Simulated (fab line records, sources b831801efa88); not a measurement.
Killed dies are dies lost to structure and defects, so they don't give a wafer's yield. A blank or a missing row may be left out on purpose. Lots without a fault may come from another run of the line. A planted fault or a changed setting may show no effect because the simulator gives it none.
fab line records | flow gf180mcu
record lots=5 wafers=15 last_day=33
route steps=602 shown HV_LDD@177
lots that met no fault: from a run of the same line without faults
start_h: hours from the record's first day to the start of the lot's first wafer shown | wait_h: hours since the lot's step before | " the same as in the row above | L1.1+2: a row that stands for several wafers | - no value, or no start given | * or withheld: withheld | < > ~ a bound
route shown NAME@n: a module of which the file shows steps, and the number in the route of the first | usual: mean/standard deviation of fault-free wafers | same: alike in all rows | chamber/n: place in a boat | sites: the reading at each site | _std_site: their standard deviation | _edge_site: outer sites' mean less inner sites' | radius_mm: how far each site lies from the wafer's centre | mask NAME#n: copy n | behind: the tool/chamber that last shaped the wafer | hold: why the lot was held/for how many hours/how that ended | device: the transistor (n, p or np) that didn't switch | end of line: the same wafers' tests at the end of the route | a step without rows: its recipe alone | killed: dies lost to structure and defects at the first sort, not the wafer's yield | map: a wafer's dies, x killed, . not, _ none there
set.NAME: the setting as run; set.NAME@STEP: as run at that earlier step | model.NAME: the simulator's own value behind a step, which no gauge read
lots at some steps of the route; a table a step, a row a wafer
services: from which hour (start_h, from the record's first day; less than 0 if before it) a tool's chamber was out of use, for how many hours, and why
## steps
# step GF_HV_LDD_HMDS_01
# recipe prime_time_s=60 prime_temp_c=120
# usual chill_plate_temp_C=23.00/0.091
# columns lot.wafer tool chamber start_h wait_h chill_plate_temp_C
L076.3 litho_track-04 0 222.69 0.1 23.04
L076.4 " 0 " " 22.95
L076.5 " 0 " " 23.08
L080.1 litho_track-03 0 258.46 0.1 23.02
L080.4 " 0 " " 22.95
L080.6 " 0 " " 22.92
L081.3 litho_track-04 0 261.79 0.1 23.02
L081.4 " 0 " " 22.92
L081.6 " 0 " " 23.06
L083.1 litho_track-02 0 272.72 0.1 23.08
L083.2 " 0 " " 23.08
L083.5 " 0 " " 23.12
L093.1 litho_track-02 0 349.82 0.1 23.07
L093.3 " 0 " " 22.93
L093.4 " 0 " " 23.08
# step GF_HV_LDD_COAT_02
# recipe resist=NOVOLAK spin_rpm=3000 resist_thk_nm=1000
# usual chill_plate_temp_C=22.99/0.11
# columns lot.wafer tool chamber start_h wait_h chill_plate_temp_C
L076.3 litho_track-04 0 222.84 0.1 23.07
L076.4 " 0 " " 23.14
L076.5 " 0 " " 23.23
L080.1 litho_track-03 0 258.61 0.1 22.81
L080.4 " 0 " " 23.06
L080.6 " 0 " " 22.93
L081.3 litho_track-04 0 261.94 0.1 22.92
L081.4 " 0 " " 22.84
L081.6 " 0 " " 22.85
L083.1 litho_track-02 0 272.87 0.1 22.93
L083.2 " 0 " " 22.86
L083.5 " 0 " " 22.87
L093.1 litho_track-02 0 349.97 0.1 22.97
L093.3 " 0 " " 22.88
L093.4 " 0 " " 22.98
# step GF_HV_LDD_SOFTBAKE_03
# recipe temp_c=90 time_s=60 resist=NOVOLAK
# usual chill_plate_temp_C=23.03/0.13
# columns lot.wafer tool chamber start_h wait_h chill_plate_temp_C
L076.3 litho_track-04 0 222.99 0.1 22.96
L076.4 " 0 " " 23.01
L076.5 " 0 " " 22.97
L080.1 litho_track-03 0 258.76 0.1 22.95
L080.4 " 0 " " 23.10
L080.6 " 0 " " 23.13
L081.3 litho_track-04 0 262.09 0.1 22.92
L081.4 " 0 " " 23.02
L081.6 " 0 " " 22.78
L083.1 litho_track-02 0 273.02 0.1 23.01
L083.2 " 0 " " 23.08
L083.5 " 0 " " 23.18
L093.1 litho_track-02 0 350.12 0.1 23.15
L093.3 " 0 " " 23.10
L093.4 " 0 " " 23.20
# step GF_HV_LDD_EXPOSE_04
# recipe mask_id=Nplus_LV_AREA target_cd_nm=400 na=0.6 source_shape=conventional sigma_outer=0.6 dose_mj=140
# usual exposure_dose_mJ_cm2=140.01/0.15
# columns lot.wafer tool chamber start_h wait_h mask exposure_dose_mJ_cm2
L076.3 iline_stepper-01 0 - - Nplus_LV_AREA#0 140.04
L076.4 " 0 " " Nplus_LV_AREA#0 140.18
L076.5 " 0 " " Nplus_LV_AREA#0 140.01
L080.1 iline_stepper-01 0 - - Nplus_LV_AREA#0 139.94
L080.4 " 0 " " Nplus_LV_AREA#0 140.09
L080.6 " 0 " " Nplus_LV_AREA#0 139.83
L081.3 iline_stepper-01 0 - - Nplus_LV_AREA#0 139.97
L081.4 " 0 " " Nplus_LV_AREA#0 139.79
L081.6 " 0 " " Nplus_LV_AREA#0 139.92
L083.1 iline_stepper-02 0 - - Nplus_LV_AREA#0 140.03
L083.2 " 0 " " Nplus_LV_AREA#0 140.14
L083.5 " 0 " " Nplus_LV_AREA#0 140.01
L093.1 iline_stepper-02 0 - - Nplus_LV_AREA#0 139.93
L093.3 " 0 " " Nplus_LV_AREA#0 139.95
L093.4 " 0 " " Nplus_LV_AREA#0 139.69
# step GF_HV_LDD_PEB_05
# recipe temp_c=withheld time_s=* resist=NOVOLAK
# usual chill_plate_temp_C=*
# columns lot.wafer tool chamber start_h wait_h chill_plate_temp_C
L076.3 litho_track-03 0 - - *
L076.4 " 0 " " *
L076.5 " 0 " " *
L080.1 litho_track-04 0 - - *
L080.4 " 0 " " *
L080.6 " 0 " " *
L081.3 litho_track-03 0 - - *
L081.4 " 0 " " *
L081.6 " 0 " " *
L083.1 litho_track-03 0 - - *
L083.2 " 0 " " *
L083.5 " 0 " " *
L093.1 litho_track-03 0 - - *
L093.3 " 0 " " *
L093.4 " 0 " " *
# step GF_HV_LDD_DEVELOP_06
# recipe develop_time_s=60 dev_temp_c=23
# usual chill_plate_temp_C=22.99/0.089
# columns lot.wafer tool chamber start_h wait_h chill_plate_temp_C
L076.3 litho_track-03 0 232.21 0.1 22.79
L076.4 " 0 " " 23.09
L076.5 " 0 " " 23.10
L080.1 litho_track-04 0 268.79 0.1 22.96
L080.4 " 0 " " 23.19
L080.6 " 0 " " 23.14
L081.3 litho_track-03 0 271.96 0.1 23.06
L081.4 " 0 " " 22.85
L081.6 " 0 " " 22.87
L083.1 litho_track-03 0 282.66 0.1 23.04
L083.2 " 0 " " 23.03
L083.5 " 0 " " 22.99
L093.1 litho_track-03 0 361.01 0.1 23.07
L093.3 " 0 " " 23.18
L093.4 " 0 " " 23.02
# step GF_HV_LDD_CD_MEAS_07
# recipe target_cd_nm=400
# usual cd_nm=399/3
# columns lot.wafer tool chamber start_h wait_h cd_nm
L076.3 cd_sem-02 - 232.40 0.2 401
L076.4 " - " " 400
L076.5 " - " " 397
L080.1 cd_sem-01 - 268.94 0.1 401
L080.4 " - " " 402
L080.6 " - " " 401
L081.3 cd_sem-01 - 272.10 0.1 402
L081.4 " - " " 401
L081.6 " - " " 400
L083.1 cd_sem-02 - 282.81 0.1 405
L083.2 " - " " 406
L083.5 " - " " 405
L093.1 cd_sem-02 - 361.16 0.1 395
L093.3 " - " " 394
L093.4 " - " " 394
# step GF_HV_LDD_OVL_MEAS_08
# usual HV_LDD_OVL=-0.2/1.2
# columns lot.wafer tool chamber start_h wait_h HV_LDD_OVL[nm]
L076.3 overlay-01 - 232.50 0.1 0.8
L076.4 " - " " 0.2
L076.5 " - " " 0.4
L080.1 overlay-01 - 269.06 0.1 -3.1
L080.4 " - " " -3.2
L080.6 " - " " -1.4
L081.3 overlay-01 - 272.19 0.1 -0.5
L081.4 " - " " -0.4
L081.6 " - " " -0.5
L083.1 overlay-01 - 282.93 0.1 0.2
L083.2 " - " " 2.0
L083.5 " - " " 0.8
L093.1 overlay-01 - 361.28 0.1 -1.6
L093.3 " - " " -0.8
L093.4 " - " " -0.7
# step GF_HV_LDD_IMPLANT_09
# recipe species=As energy_kev=40 dose_cm2=1e+14 tilt_deg=7
# columns lot.wafer tool chamber start_h wait_h
L076.3+4+5 implanter-01 0 232.57 0.1
L080.1+4+6 implanter-04 0 269.09 0.0
L081.3+4+6 implanter-01 0 272.27 0.1
L083.1+2+5 implanter-03 0 283.13 0.2
L093.1+3+4 implanter-03 0 361.32 0.0
# step GF_HV_LDD_STRIP_10
# recipe chemistry=O2/N2 power_w=1400 pressure_mtorr=1500 platen_temp_c=250 o2_flow_sccm=3000 n2_flow_sccm=300 overash_fraction=0.5
# usual drypump_motor_current_A=5.73/0.21 heater_power_w=368/33 oes_product_au=0.716/0.0048 strip_time_to_endpoint_s=12.62/0.034
# columns lot.wafer tool chamber start_h wait_h drypump_motor_current_A heater_power_w oes_product_au rf_hours_counter_h strip_time_to_endpoint_s
L076.3 plasma_asher-02 1 232.70 0.1 5.49 338 0.722 - 12.65
L076.4 " 0 " " 6.02 414 0.730 - 12.64
L076.5 " 1 " " 5.48 342 0.717 - 12.62
L080.1 plasma_asher-03 1 269.24 0.1 5.68 351 0.706 49 12.60
L080.4 " 0 " " 5.56 396 0.716 - 12.58
L080.6 " 1 " " 5.67 348 0.719 - 12.59
L081.3 plasma_asher-02 1 272.40 0.1 5.50 354 0.711 - 12.57
L081.4 " 0 " " 6.02 416 0.724 - 12.60
L081.6 " 0 " " 6.01 416 0.708 - 12.60
L083.1 plasma_asher-04 0 283.28 0.1 5.83 345 0.718 62 12.58
L083.2 " 1 " " 5.75 326 0.717 62 12.62
L083.5 " 1 " " 5.79 331 0.716 - 12.58
L093.1 plasma_asher-02 0 361.47 0.1 6.02 423 0.712 25 12.58
L093.3 " 1 " " 5.51 349 0.711 - 12.60
L093.4 " 0 " " 6.01 413 0.720 - 12.64
# step GF_HV_LDD_TW_MEAS_11
# usual HV_LDD_TW=2422/13
# columns lot.wafer tool chamber start_h wait_h HV_LDD_TW
L076.3 film_metro-01 - 232.79 0.1 2427
L076.4 " - " " 2432
L076.5 " - " " 2445
L080.1 film_metro-04 - 269.34 0.1 2415
L080.4 " - " " 2409
L080.6 " - " " 2406
L081.3 film_metro-01 - 272.49 0.1 2430
L081.4 " - " " 2426
L081.6 " - " " 2406
L083.1 film_metro-02 - 283.38 0.1 2435
L083.2 " - " " 2432
L083.5 " - " " 2438
L093.1 film_metro-02 - 361.57 0.1 2414
L093.3 " - " " 2418
L093.4 " - " " 2421
# step GF_HV_LDD_DEHYDRATE_12
# recipe temp_c=200 time_s=60
# usual chill_plate_temp_C=23.02/0.11
# columns lot.wafer tool chamber start_h wait_h chill_plate_temp_C
L076.3 litho_track-04 0 241.64 8.8 23.00
L076.4 " 0 " " 22.98
L076.5 " 0 " " 23.08
L080.1 litho_track-04 0 278.29 8.9 22.95
L080.4 " 0 " " 23.03
L080.6 " 0 " " 22.99
L081.3 litho_track-02 0 281.52 9.0 22.97
L081.4 " 0 " " 22.93
L081.6 " 0 " " 23.06
L083.1 litho_track-03 0 292.46 9.1 22.91
L083.2 " 0 " " 22.93
L083.5 " 0 " " 22.83
L093.1 litho_track-04 0 372.24 10.7 22.99
L093.3 " 0 " " 23.13
L093.4 " 0 " " 23.08
# step GF_HV_LDD_HMDS_13
# recipe prime_time_s=60 prime_temp_c=120
# usual chill_plate_temp_C=23.00/0.11
# columns lot.wafer tool chamber start_h wait_h chill_plate_temp_C
L076.3 litho_track-04 0 241.79 0.1 23.09
L076.4 " 0 " " 23.19
L076.5 " 0 " " 22.95
L080.1 litho_track-04 0 278.44 0.1 22.90
L080.4 " 0 " " 23.17
L080.6 " 0 " " 22.97
L081.3 litho_track-02 0 281.67 0.1 22.87
L081.4 " 0 " " 22.94
L081.6 " 0 " " 22.96
L083.1 litho_track-03 0 292.61 0.1 22.94
L083.2 " 0 " " 23.04
L083.5 " 0 " " 22.81
L093.1 litho_track-04 0 372.39 0.1 22.91
L093.3 " 0 " " 22.94
L093.4 " 0 " " 22.89
# step GF_HV_LDD_COAT_14
# recipe resist=NOVOLAK spin_rpm=3000 resist_thk_nm=1000
# usual chill_plate_temp_C=22.97/0.11
# columns lot.wafer tool chamber start_h wait_h chill_plate_temp_C
L076.3 litho_track-04 0 241.94 0.1 23.12
L076.4 " 0 " " 23.13
L076.5 " 0 " " 22.88
L080.1 litho_track-04 0 278.59 0.1 23.01
L080.4 " 0 " " 22.96
L080.6 " 0 " " 23.06
L081.3 litho_track-02 0 281.82 0.1 23.03
L081.4 " 0 " " 22.99
L081.6 " 0 " " 23.02
L083.1 litho_track-03 0 292.76 0.1 23.05
L083.2 " 0 " " 22.83
L083.5 " 0 " " 23.13
L093.1 litho_track-04 0 372.54 0.1 22.93
L093.3 " 0 " " 22.98
L093.4 " 0 " " 22.92
# step GF_HV_LDD_SOFTBAKE_15
# recipe temp_c=90 time_s=60 resist=NOVOLAK
# usual chill_plate_temp_C=22.99/0.097
# columns lot.wafer tool chamber start_h wait_h chill_plate_temp_C
L076.3 litho_track-04 0 242.09 0.1 22.93
L076.4 " 0 " " 22.90
L076.5 " 0 " " 23.00
L080.1 litho_track-04 0 278.74 0.1 22.94
L080.4 " 0 " " 22.86
L080.6 " 0 " " 22.96
L081.3 litho_track-02 0 281.97 0.1 22.90
L081.4 " 0 " " 22.95
L081.6 " 0 " " 22.87
L083.1 litho_track-03 0 292.91 0.1 23.05
L083.2 " 0 " " 23.03
L083.5 " 0 " " 22.96
L093.1 litho_track-04 0 372.69 0.1 23.03
L093.3 " 0 " " 22.96
L093.4 " 0 " " 22.95
# step GF_HV_LDD_EXPOSE_16
# recipe mask_id=Pplus_LV_AREA target_cd_nm=400 na=0.6 source_shape=conventional sigma_outer=0.6 dose_mj=140
# usual exposure_dose_mJ_cm2=139.96/0.15
# columns lot.wafer tool chamber start_h wait_h mask exposure_dose_mJ_cm2
L076.3 iline_stepper-01 0 - - Pplus_LV_AREA#0 139.73
L076.4 " 0 " " Pplus_LV_AREA#0 139.93
L076.5 " 0 " " Pplus_LV_AREA#0 139.69
L080.1 iline_stepper-01 0 - - Pplus_LV_AREA#0 140.02
L080.4 " 0 " " Pplus_LV_AREA#0 139.96
L080.6 " 0 " " Pplus_LV_AREA#0 140.13
L081.3 iline_stepper-02 0 - - Pplus_LV_AREA#0 140.01
L081.4 " 0 " " Pplus_LV_AREA#0 140.12
L081.6 " 0 " " Pplus_LV_AREA#0 139.99
L083.1 iline_stepper-01 0 - - Pplus_LV_AREA#0 140.06
L083.2 " 0 " " Pplus_LV_AREA#0 139.71
L083.5 " 0 " " Pplus_LV_AREA#0 139.98
L093.1 iline_stepper-02 0 - - Pplus_LV_AREA#0 139.94
L093.3 " 0 " " Pplus_LV_AREA#0 139.98
L093.4 " 0 " " Pplus_LV_AREA#0 139.90
# step GF_HV_LDD_PEB_17
# recipe temp_c=withheld time_s=* resist=NOVOLAK
# usual chill_plate_temp_C=*
# columns lot.wafer tool chamber start_h wait_h chill_plate_temp_C
L076.3 litho_track-02 0 - - *
L076.4 " 0 " " *
L076.5 " 0 " " *
L080.1 litho_track-04 0 - - *
L080.4 " 0 " " *
L080.6 " 0 " " *
L081.3 litho_track-04 0 - - *
L081.4 " 0 " " *
L081.6 " 0 " " *
L083.1 litho_track-03 0 - - *
L083.2 " 0 " " *
L083.5 " 0 " " *
L093.1 litho_track-03 0 - - *
L093.3 " 0 " " *
L093.4 " 0 " " *
# step GF_HV_LDD_DEVELOP_18
# recipe develop_time_s=60 dev_temp_c=21.91
# usual chill_plate_temp_C=22.97/0.11
# columns lot.wafer tool chamber start_h wait_h chill_plate_temp_C
L076.3 litho_track-02 0 251.57 0.1 23.07
L076.4 " 0 " " 22.83
L076.5 " 0 " " 22.87
L080.1 litho_track-04 0 288.49 0.1 23.07
L080.4 " 0 " " 23.09
L080.6 " 0 " " 23.01
L081.3 litho_track-04 0 291.64 0.1 22.87
L081.4 " 0 " " 22.73
L081.6 " 0 " " 22.89
L083.1 litho_track-03 0 303.11 0.1 23.05
L083.2 " 0 " " 22.97
L083.5 " 0 " " 22.98
L093.1 litho_track-03 0 383.96 0.1 22.91
L093.3 " 0 " " 23.14
L093.4 " 0 " " 22.96
# step GF_HV_LDD_CD_MEAS_19
# recipe target_cd_nm=400
# usual cd_nm=403.6/2.7
# columns lot.wafer tool chamber start_h wait_h cd_nm
L076.3 cd_sem-02 - 251.71 0.1 399.8
L076.4 " - " " 401.5
L076.5 " - " " 398.1
L080.1 cd_sem-01 - 288.64 0.1 405.0
L080.4 " - " " 403.6
L080.6 " - " " 404.8
L081.3 cd_sem-01 - 291.78 0.1 404.2
L081.4 " - " " 402.1
L081.6 " - " " 401.9
L083.1 cd_sem-02 - 303.26 0.1 400.5
L083.2 " - " " 400.2
L083.5 " - " " 402.3
L093.1 cd_sem-02 - 384.11 0.1 404.2
L093.3 " - " " 401.6
L093.4 " - " " 405.2
# step GF_HV_LDD_OVL_MEAS_20
# usual HV_LDD_01_OVL=-0.2/1.5
# columns lot.wafer tool chamber start_h wait_h HV_LDD_01_OVL[nm]
L076.3 overlay-01 - 251.80 0.1 2.1
L076.4 " - " " 1.8
L076.5 " - " " 2.0
L080.1 overlay-01 - 288.76 0.1 1.5
L080.4 " - " " 1.9
L080.6 " - " " 0.0
L081.3 overlay-02 - 291.87 0.1 -0.4
L081.4 " - " " -0.1
L081.6 " - " " -1.2
L083.1 overlay-02 - 303.38 0.1 -1.4
L083.2 " - " " -0.8
L083.5 " - " " -0.4
L093.1 overlay-01 - 384.23 0.1 -1.4
L093.3 " - " " -1.3
L093.4 " - " " -3.3
# step GF_HV_LDD_IMPLANT_21
# recipe species=BF2 energy_kev=25 dose_cm2=5e+13 tilt_deg=7
# columns lot.wafer tool chamber start_h wait_h
L076.3+4+5 implanter-01 0 251.88 0.1
L080.1+4+6 implanter-01 0 288.79 0.0
L081.3+4+6 implanter-04 0 291.94 0.1
L083.1+2+5 implanter-03 0 303.42 0.0
L093.1+3+4 implanter-04 0 384.27 0.0
# step GF_HV_LDD_STRIP_22
# recipe chemistry=O2/N2 power_w=1400 pressure_mtorr=1500 platen_temp_c=250 o2_flow_sccm=3000 n2_flow_sccm=300 overash_fraction=0.5
# usual drypump_motor_current_A=5.74/0.17 heater_power_w=360/32 oes_product_au=0.717/0.0046 strip_time_to_endpoint_s=12.630/0.027
# columns lot.wafer tool chamber start_h wait_h drypump_motor_current_A heater_power_w oes_product_au rf_hours_counter_h strip_time_to_endpoint_s
L076.3 plasma_asher-04 1 252.01 0.1 5.75 326 0.725 - 12.606
L076.4 " 0 " " 5.82 346 0.715 - 12.569
L076.5 " 1 " " 5.75 322 0.720 - 12.592
L080.1 plasma_asher-02 1 288.94 0.1 5.50 350 0.720 17 12.635
L080.4 " 1 " " 5.51 350 0.714 - 12.646
L080.6 " 0 " " 6.01 413 0.720 - 12.686
L081.3 plasma_asher-04 0 292.08 0.1 5.81 346 0.710 - 12.619
L081.4 " 1 " " 5.72 331 0.716 - 12.644
L081.6 " 0 " " 5.79 351 0.715 - 12.621
L083.1 plasma_asher-04 1 303.57 0.1 5.73 328 0.718 64 12.614
L083.2 " 0 " " 5.85 345 0.715 64 12.608
L083.5 " 1 " " 5.76 336 0.715 - 12.596
L093.1 plasma_asher-04 0 384.42 0.1 5.83 342 0.727 72 12.670
L093.3 " 1 " " 5.74 327 0.713 - 12.657
L093.4 " 0 " " 5.83 342 0.720 - 12.668
# step GF_HV_LDD_TW_MEAS_23
# usual HV_LDD_2_TW=1061/5.9
# columns lot.wafer tool chamber start_h wait_h HV_LDD_2_TW
L076.3 film_metro-01 - 252.10 0.1 1058
L076.4 " - " " 1060
L076.5 " - " " 1056
L080.1 film_metro-02 - 289.04 0.1 1064
L080.4 " - " " 1062
L080.6 " - " " 1063
L081.3 film_metro-01 - 292.16 0.1 1058
L081.4 " - " " 1067
L081.6 " - " " 1061
L083.1 film_metro-01 - 303.67 0.1 1060
L083.2 " - " " 1061
L083.5 " - " " 1065
L093.1 film_metro-02 - 384.52 0.1 1060
L093.3 " - " " 1054
L093.4 " - " " 1057
# step GF_HV_LDD_DEHYDRATE_24
# recipe temp_c=200 time_s=60
# usual chill_plate_temp_C=22.99/0.084
# columns lot.wafer tool chamber start_h wait_h chill_plate_temp_C
L076.3 litho_track-04 0 261.04 8.9 23.09
L076.4 " 0 " " 23.05
L076.5 " 0 " " 23.14
L080.1 litho_track-02 0 298.37 9.3 22.86
L080.4 " 0 " " 22.98
L080.6 " 0 " " 22.95
L081.3 litho_track-03 0 301.01 8.8 22.87
L081.4 " 0 " " 22.95
L081.6 " 0 " " 23.12
L083.1 litho_track-04 0 313.04 9.4 22.78
L083.2 " 0 " " 22.99
L083.5 " 0 " " 22.93
L093.1 litho_track-02 0 395.32 10.8 22.98
L093.3 " 0 " " 23.00
L093.4 " 0 " " 23.00
# step GF_HV_LDD_HMDS_25
# recipe prime_time_s=60 prime_temp_c=120
# usual chill_plate_temp_C=22.97/0.1
# columns lot.wafer tool chamber start_h wait_h chill_plate_temp_C
L076.3 litho_track-04 0 261.19 0.1 23.01
L076.4 " 0 " " 22.95
L076.5 " 0 " " 22.80
L080.1 litho_track-02 0 298.52 0.1 23.14
L080.4 " 0 " " 22.90
L080.6 " 0 " " 22.83
L081.3 litho_track-03 0 301.16 0.1 22.83
L081.4 " 0 " " 23.00
L081.6 " 0 " " 22.95
L083.1 litho_track-04 0 313.19 0.1 23.02
L083.2 " 0 " " 23.17
L083.5 " 0 " " 22.97
L093.1 litho_track-02 0 395.47 0.1 22.97
L093.3 " 0 " " 22.99
L093.4 " 0 " " 22.90
# step GF_HV_LDD_COAT_26
# recipe resist=NOVOLAK spin_rpm=3000 resist_thk_nm=1000
# usual chill_plate_temp_C=23.01/0.11
# columns lot.wafer tool chamber start_h wait_h chill_plate_temp_C
L076.3 litho_track-04 0 261.34 0.1 23.01
L076.4 " 0 " " 22.95
L076.5 " 0 " " 23.00
L080.1 litho_track-02 0 298.67 0.1 23.07
L080.4 " 0 " " 23.10
L080.6 " 0 " " 23.21
L081.3 litho_track-03 0 301.31 0.1 23.09
L081.4 " 0 " " 22.85
L081.6 " 0 " " 23.08
L083.1 litho_track-04 0 313.34 0.1 22.90
L083.2 " 0 " " 22.80
L083.5 " 0 " " 22.98
L093.1 litho_track-02 0 395.62 0.1 22.87
L093.3 " 0 " " 22.97
L093.4 " 0 " " 22.94
# step GF_HV_LDD_SOFTBAKE_27
# recipe temp_c=90 time_s=60 resist=NOVOLAK
# usual chill_plate_temp_C=23.00/0.11
# columns lot.wafer tool chamber start_h wait_h chill_plate_temp_C
L076.3 litho_track-04 0 261.49 0.1 23.10
L076.4 " 0 " " 22.90
L076.5 " 0 " " 22.97
L080.1 litho_track-02 0 298.82 0.1 23.09
L080.4 " 0 " " 22.90
L080.6 " 0 " " 22.97
L081.3 litho_track-03 0 301.46 0.1 23.18
L081.4 " 0 " " 22.90
L081.6 " 0 " " 23.09
L083.1 litho_track-04 0 313.49 0.1 22.95
L083.2 " 0 " " 22.98
L083.5 " 0 " " 22.70
L093.1 litho_track-02 0 395.77 0.1 23.12
L093.3 " 0 " " 22.84
L093.4 " 0 " " 22.93
# step GF_HV_LDD_EXPOSE_28
# recipe mask_id=Nplus_HV_AREA target_cd_nm=400 na=0.6 source_shape=conventional sigma_outer=0.6 dose_mj=141.3
# usual exposure_dose_mJ_cm2=141.29/0.14
# columns lot.wafer tool chamber start_h wait_h mask exposure_dose_mJ_cm2
L076.3 iline_stepper-02 0 - - Nplus_HV_AREA#0 141.15
L076.4 " 0 " " Nplus_HV_AREA#0 141.05
L076.5 " 0 " " Nplus_HV_AREA#0 141.32
L080.1 iline_stepper-01 0 - - Nplus_HV_AREA#0 141.36
L080.4 " 0 " " Nplus_HV_AREA#0 141.22
L080.6 " 0 " " Nplus_HV_AREA#0 141.32
L081.3 iline_stepper-01 0 - - Nplus_HV_AREA#0 141.07
L081.4 " 0 " " Nplus_HV_AREA#0 141.47
L081.6 " 0 " " Nplus_HV_AREA#0 141.30
L083.1 iline_stepper-01 0 - - Nplus_HV_AREA#0 141.34
L083.2 " 0 " " Nplus_HV_AREA#0 141.22
L083.5 " 0 " " Nplus_HV_AREA#0 141.10
L093.1 iline_stepper-02 0 - - Nplus_HV_AREA#0 141.39
L093.3 " 0 " " Nplus_HV_AREA#0 141.38
L093.4 " 0 " " Nplus_HV_AREA#0 141.23
# step GF_HV_LDD_PEB_29
# recipe temp_c=withheld time_s=* resist=NOVOLAK
# usual chill_plate_temp_C=*
# columns lot.wafer tool chamber start_h wait_h chill_plate_temp_C
L076.3 litho_track-04 0 - - *
L076.4 " 0 " " *
L076.5 " 0 " " *
L080.1 litho_track-03 0 - - *
L080.4 " 0 " " *
L080.6 " 0 " " *
L081.3 litho_track-04 0 - - *
L081.4 " 0 " " *
L081.6 " 0 " " *
L083.1 litho_track-04 0 - - *
L083.2 " 0 " " *
L083.5 " 0 " " *
L093.1 litho_track-04 0 - - *
L093.3 " 0 " " *
L093.4 " 0 " " *
# step GF_HV_LDD_DEVELOP_30
# recipe develop_time_s=60 dev_temp_c=23
# usual chill_plate_temp_C=23.00/0.11
# columns lot.wafer tool chamber start_h wait_h chill_plate_temp_C
L076.3 litho_track-04 0 271.84 0.1 23.00
L076.4 " 0 " " 23.08
L076.5 " 0 " " 23.16
L080.1 litho_track-03 0 308.81 0.1 23.03
L080.4 " 0 " " 22.94
L080.6 " 0 " " 22.89
L081.3 litho_track-04 0 311.89 0.1 22.82
L081.4 " 0 " " 23.09
L081.6 " 0 " " 22.97
L083.1 litho_track-04 0 323.49 0.1 23.00
L083.2 " 0 " " 23.00
L083.5 " 0 " " 22.87
L093.1 litho_track-04 0 407.34 0.1 22.97
L093.3 " 0 " " 22.78
L093.4 " 0 " " 22.80
# step GF_HV_LDD_CD_MEAS_31
# recipe target_cd_nm=400
# usual cd_nm=402.6/2.6
# columns lot.wafer tool chamber start_h wait_h cd_nm
L076.3 cd_sem-02 - 271.98 0.1 408.4
L076.4 " - " " 406.4
L076.5 " - " " 406.5
L080.1 cd_sem-01 - 308.96 0.1 399.9
L080.4 " - " " 400.1
L080.6 " - " " 400.4
L081.3 cd_sem-01 - 312.03 0.1 401.1
L081.4 " - " " 399.6
L081.6 " - " " 399.0
L083.1 cd_sem-02 - 323.64 0.1 404.2
L083.2 " - " " 405.7
L083.5 " - " " 402.4
L093.1 cd_sem-02 - 407.49 0.1 401.5
L093.3 " - " " 399.6
L093.4 " - " " 401.8
# step GF_HV_LDD_OVL_MEAS_32
# usual HV_LDD_02_OVL=-0.1/1.2
# columns lot.wafer tool chamber start_h wait_h HV_LDD_02_OVL[nm]
L076.3 overlay-02 - 272.07 0.1 -1.5
L076.4 " - " " -0.6
L076.5 " - " " -0.6
L080.1 overlay-01 - 309.08 0.1 0.0
L080.4 " - " " 0.2
L080.6 " - " " 1.2
L081.3 overlay-02 - 312.12 0.1 1.5
L081.4 " - " " -0.5
L081.6 " - " " 2.0
L083.1 overlay-02 - 323.76 0.1 -0.2
L083.2 " - " " 0.1
L083.5 " - " " -0.1
L093.1 overlay-01 - 407.61 0.1 -0.2
L093.3 " - " " 1.1
L093.4 " - " " 1.3
# step GF_HV_LDD_IMPLANT_33
# recipe species=P energy_kev=60 dose_cm2=7.5e+12 tilt_deg=30 rotation_deg=0
# columns lot.wafer tool chamber start_h wait_h
L076.3+4+5 implanter-03 0 272.14 0.1
L080.1+4+6 implanter-04 0 309.12 0.0
L081.3+4+6 implanter-03 0 312.19 0.1
L083.1+2+5 implanter-01 0 323.79 0.0
L093.1+3+4 implanter-01 0 407.64 0.0
# step GF_HV_LDD_IMPLANT_34
# recipe species=P energy_kev=60 dose_cm2=7.5e+12 tilt_deg=30 rotation_deg=90
# columns lot.wafer tool chamber start_h wait_h
L076.3+4+5 implanter-03 0 272.29 0.1
L080.1+4+6 implanter-04 0 309.27 0.1
L081.3+4+6 implanter-03 0 312.34 0.1
L083.1+2+5 implanter-01 0 323.94 0.1
L093.1+3+4 implanter-01 0 407.79 0.1
# step GF_HV_LDD_IMPLANT_35
# recipe species=P energy_kev=60 dose_cm2=7.5e+12 tilt_deg=30 rotation_deg=180
# columns lot.wafer tool chamber start_h wait_h
L076.3+4+5 implanter-03 0 272.44 0.1
L080.1+4+6 implanter-04 0 309.42 0.1
L081.3+4+6 implanter-03 0 312.49 0.1
L083.1+2+5 implanter-01 0 324.09 0.1
L093.1+3+4 implanter-01 0 407.94 0.1
# step GF_HV_LDD_IMPLANT_36
# recipe species=P energy_kev=60 dose_cm2=7.5e+12 tilt_deg=30 rotation_deg=270
# columns lot.wafer tool chamber start_h wait_h
L076.3+4+5 implanter-03 0 272.59 0.1
L080.1+4+6 implanter-04 0 309.57 0.1
L081.3+4+6 implanter-03 0 312.64 0.1
L083.1+2+5 implanter-01 0 324.24 0.1
L093.1+3+4 implanter-01 0 408.09 0.1
## services
# columns tool chamber start_h hours kind
implanter-03 - 220.35 4.9 pm
plasma_asher-04 - 222.60 1.4 repair
implanter-04 - 246.87 8.5 repair
iline_stepper-02 - 249.07 8.2 repair
iline_stepper-02 - 253.05 3.4 repair
implanter-04 - 276.51 6.8 repair
implanter-01 - 281.00 4.9 repair
implanter-04 - 282.00 5.5 repair
iline_stepper-01 - 285.63 2.1 repair
implanter-03 - 293.04 2.6 repair
implanter-04 - 297.93 1.2 repair
implanter-04 - 298.33 2.4 repair
iline_stepper-02 - 301.60 3.1 repair
plasma_asher-02 - 301.99 0.8 repair
implanter-04 - 304.22 4.8 pm
iline_stepper-01 - 307.50 2.6 repair
iline_stepper-02 - 311.71 4.4 pm
implanter-01 - 314.29 4.8 pm
iline_stepper-02 - 316.16 1.7 pm
iline_stepper-01 - 333.28 1.7 pm
plasma_asher-03 - 347.23 2.8 pm
iline_stepper-02 - 348.52 1.4 repair
plasma_asher-02 - 379.03 14.6 pm
iline_stepper-01 - 384.35 4.4 pm
## key
fault none
